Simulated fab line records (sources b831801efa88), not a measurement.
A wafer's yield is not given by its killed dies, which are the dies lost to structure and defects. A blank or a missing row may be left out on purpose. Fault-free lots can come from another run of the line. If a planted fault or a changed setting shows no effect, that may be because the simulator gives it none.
Comparing a struck lot with a sound one / flow gf180mcu / 15 steps out of a route of 602
Sound: these wafers, L497.1, L497.5, L497.6. Struck: wafer L508.5. (L508.6 of the same lot was not struck and is left out.) The cause comes at the end.
Order at every step that has rows: each side's tool, ch and its chambers, its first start. Under that, the readings that differ: sound wafers / struck wafers / difference of the means / sigmas: that difference in standard deviations of wafers without a fault.
alike: readings with means less than 2 such deviations apart, plus words and numbers identical on both sides. not compared: withheld readings, readings lacking a value on some wafer, bounds such as >300 that could conceal the same value, and numbers that have no deviation in the record and whose values overlap.
A row with sigmas, a row that says differs or no value, or rows on one side alone: a step with any of these is where the two part. Numbers that don't overlap but have no deviation are shown without sigmas and don't part them. A reading missing from all wafers of one side parts the sides only when that side holds two or more wafers.

first, 3 steps without rows for these wafers: GF_CONTACT_EXPOSE_11 (exposes mask Contact, target cd 220 nm); GF_CONTACT_PEB_12 (peb time 90 s); GF_CONTACT_DEVELOP_13 (develop time 60 s).
GF_CONTACT_CD_MEAS_14: target cd 220 nm.
  sound on cd_sem-02, day 17 09:09; struck on cd_sem-02, day 22 00:56
  alike: cd_nm
GF_CONTACT_OVL_MEAS_15:
  sound on overlay-02, day 17 09:16; struck on overlay-02, day 22 00:59
  alike: CONTACT_OVL
GF_CONTACT_ETCH_16: etches BARC in N2/H2.
  sound on rie_diel-02 ch 0,1, day 17 09:18; struck on rie_diel-04 ch 3, day 22 01:01
  alike: bias_w, drypump_motor_current_A, n2_flow_sccm, oes_product_au, throttle_valve_pct
GF_CONTACT_ETCH_17: etches SiO2 in C4F8/O2/Ar, stops on CoSi2, target depth 860 nm.
  sound: rie_diel-02 ch 0,1; struck: rie_diel-04 ch 3
  alike: bias_w, oes_product_au
GF_CONTACT_STRIP_18: strips in O2/N2.
  sound on plasma_asher-04 ch 0,1, day 17 09:28; struck on plasma_asher-03 ch 1, day 22 01:14
  alike: drypump_motor_current_A, heater_power_w, n2_flow_sccm, oes_product_au
  not compared: rf_hours_counter_h
then, 3 steps without rows for these wafers: GF_CONTACT_CLEAN_19 (cleans in SPM); GF_CONTACT_CLEAN_20 (cleans in DIW); GF_CONTACT_CLEAN_21 (cleans in dHF, time 20 s).
GF_CONTACT_SPUTTER_22: material Ti, target thk 15 nm, time 80.02 s.
  sound on pvd_sputter-04, day 17 09:46; struck on pvd_sputter-04, day 22 01:29
  alike: throttle_valve_pct
GF_CONTACT_SPUTTER_23: material TiN, target thk 10 nm, time 40 s.
  sound on pvd_sputter-04, day 17 09:50; struck on pvd_sputter-04, day 22 01:32
reading=model.TiN_of_CONTACT_SPUTTER_23.thk_nm (nm); sound=10.14 10.06 9.995; struck=10.45; difference=+0.38; sigmas=
  alike: throttle_valve_pct
GF_CONTACT_CVD_24: deposits W, target thk 300 nm, time 90.339 s.
  sound on cvd_w-02 ch 0,1, day 17 09:53; struck on cvd_w-01 ch 0, day 22 01:38
  alike: chamber_pressure_Torr, heater_power_outer_w, heater_power_w
GF_PASSIVATION_PROBE_99:
  sound wafers here have rows in the record (prober-01, day 30 02:56); struck ones have none

## WHERE THEY PART
Within this record, at GF_PASSIVATION_PROBE_99 only.

WHY: whatever the simulator had introduced
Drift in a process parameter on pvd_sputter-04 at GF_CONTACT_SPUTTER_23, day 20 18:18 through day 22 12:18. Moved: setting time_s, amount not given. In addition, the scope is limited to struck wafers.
